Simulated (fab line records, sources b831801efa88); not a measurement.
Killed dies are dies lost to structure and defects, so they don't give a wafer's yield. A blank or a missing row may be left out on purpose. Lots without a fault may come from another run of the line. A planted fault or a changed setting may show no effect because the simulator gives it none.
One fault seen from 2 desks | flow sky130 | each desk has only its own numbers; what lay behind them comes last

THE TOOL OWNER'S DESK: implanter-03
The tool's own readings at SKY_LDD_HVP_IMPLANT_08: means of the sampled wafers that have a number, for each lot that ran on this tool. A lot is out of limits, marked OUT, if its mean lies more than 4 standard deviations from the usual mean; the brackets give that distance.
Columns: A = dose_ions_cm2 at SKY_LDD_HVP_IMPLANT_08, usual 1.7e+13; B = faraday_current_uA at SKY_LDD_HVP_IMPLANT_08, usual 95.5
lot  | first seen here | A                         | B
L732 | day 20 23:48    | 1.7e+13                   | 94.8
L736 | day 22 21:37    | 1.7e+13                   | 95.2
L739 | day 24 11:39    | 1.7e+13                   | 97.0
L745 | day 26 02:26    | 1.2e+13 (-99 or more) OUT | 67.6 (-14) OUT
L746 | day 26 10:19    | 1.2e+13 (-99 or more) OUT | 68.4 (-14) OUT
This desk's finding: out of limits on L745, L746; first on L745, day 26 02:26 (dose_ions_cm2 at SKY_LDD_HVP_IMPLANT_08). In limits: L732, L736, L739.

THE METROLOGY DESK
What the gauges read, lot by lot, whatever tool the lot ran on: means of the sampled wafers that have a number. A lot is out of limits, marked OUT, if its mean lies more than 4 standard deviations from the usual mean; the brackets give that distance.
Columns: A = LDD_HVP_TW at SKY_LDD_HVP_TW_MEAS_10, usual 461.3; B = cd_nm at SKY_POLY_CUT_CD_MEAS_08, usual 270.3 nm
lot  | first seen here | A               | B
L732 | day 21 00:02    | 461.9           | 270.0
L735 | day 22 09:47    | 460.8           | 270.6
L736 | day 22 21:52    | 461.6           | 270.3
L740 | day 24 10:53    | 461.7           | 268.2
L739 | day 24 11:53    | 462.3           | 268.7
L744 | day 25 22:19    | 464.1           | 270.1
L745 | day 26 02:41    | 414.0 (-21) OUT | 271.4
L746 | day 26 10:34    | 412.4 (-21) OUT | 269.4
L749 | day 27 18:02    | 459.1           | 272.0
L750 | day 27 19:10    | 459.9           | 270.1
L753 | day 28 15:28    | 463.7           | 271.8
L754 | day 29 04:10    | 462.7           | 269.4
This desk's finding: out of limits on L745, L746; first on L745, day 26 02:41 (LDD_HVP_TW at SKY_LDD_HVP_TW_MEAS_10). In limits: L732, L735, L736, L740, L739, L744, L749, L750, L753, L754.

PUT TOGETHER
The tool owner's desk could have raised an alarm at day 26 02:26, on L745, L746.
The metrology desk could have raised an alarm at day 26 02:41, on L745, L746.
Of the lots named, all ran SKY_LDD_HVP_IMPLANT_08 on implanter-03.

WHAT THE SIMULATOR HAD PUT IN
Process parameter drift: implanter-03, from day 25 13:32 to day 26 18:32, at SKY_LDD_HVP_IMPLANT_08. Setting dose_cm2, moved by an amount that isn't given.
Lots struck among those shown: L745, L746.
Hours from the fault's start to each desk's first reading out of limits: the tool owner's desk, 13; the metrology desk, 13.
